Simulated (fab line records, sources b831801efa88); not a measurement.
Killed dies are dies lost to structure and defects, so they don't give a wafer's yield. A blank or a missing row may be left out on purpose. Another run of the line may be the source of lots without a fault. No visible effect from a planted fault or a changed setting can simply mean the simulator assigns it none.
The same fault as seen by 2 desks + flow sky130 + each desk has only its own numbers; what lay behind them comes last

FROM THE METROLOGY DESK
Means of the sampled wafers that have a number, per lot and without regard to the tool the lot ran on: this is what the gauges read. If a lot's mean is further than 4 standard deviations from the usual mean, the lot is out of limits and carries the mark OUT (the distance appears in the brackets).
Columns: A = VT_ADJUST_LVTN_2_TW at SKY_VT_ADJUST_LVTN_TW_MEAS_21, usual 187.3; B = cd-nm at SKY_VT_ADJUST_NCORE_CD_MEAS_07, usual 379.1 nm; C = VT_ADJUST_NCORE_OVL at SKY_VT_ADJUST_NCORE_OVL_MEAS_08, usual -1.2 nm
| lot  | first seen here | A     | B     | C    |
|------|-----------------|-------|-------|------|
| L441 | day 8 08:36     | 185.6 | 383.0 | -2.4 |
| L446 | day 10 02:12    | 185.8 | 379.2 | -0.5 |
| L454 | day 12 07:05    | 187.4 | 381.4 | -2.7 |
| L455 | day 12 17:19    | 188.2 | 381.1 | -3.0 |
| L459 | day 13 16:04    | 186.0 | 378.2 | 1.1  |
| L461 | day 14 07:10    | 188.3 | 381.3 | -1.6 |
Finding of this desk: none of the 6 lots has anything out of limits.

THE TOOL OWNER'S DESK: implanter-02
For each lot that ran on this tool, the mean over its sampled wafers that have a number, from the tool's own readings at SKY_VT_ADJUST_NCORE_IMPLANT_09. If a lot's mean is further than 4 standard deviations from the usual mean, the lot is out of limits and carries the mark OUT (the distance appears in the brackets).
Columns: A = dose-ions-cm2 at SKY_VT_ADJUST_NCORE_IMPLANT_09, usual 2.4001e+12
| lot  | first seen here | A                    |
|------|-----------------|----------------------|
| L446 | day 11 01:04    | 2.4022e+12           |
| L454 | day 13 07:46    | 2.2894e+12 (-44) OUT |
| L455 | day 13 18:17    | 2.2901e+12 (-44) OUT |
This desk finds L454, L455 out of limits, L454 being first, at day 13 07:46 (dose-ions-cm2 at SKY_VT_ADJUST_NCORE_IMPLANT_09). L446 stayed within limits.

PUT TOGETHER
The tool owner's desk had the chance to raise an alarm at day 13 07:46 on L454, L455.
From the metrology desk's view, nothing was out of limits.
The metrology desk has L454, L455 on record, within its limits.
Every lot named ran SKY_VT_ADJUST_NCORE_IMPLANT_09 on implanter-02.

WHAT THE SIMULATOR HAD PUT IN
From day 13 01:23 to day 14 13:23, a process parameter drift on implanter-02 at SKY_VT_ADJUST_NCORE_IMPLANT_09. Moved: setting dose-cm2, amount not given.
Lots struck among those shown: L454, L455.
Delay in hours, fault start to first out-of-limits reading, by desk: the tool owner's desk at 6.
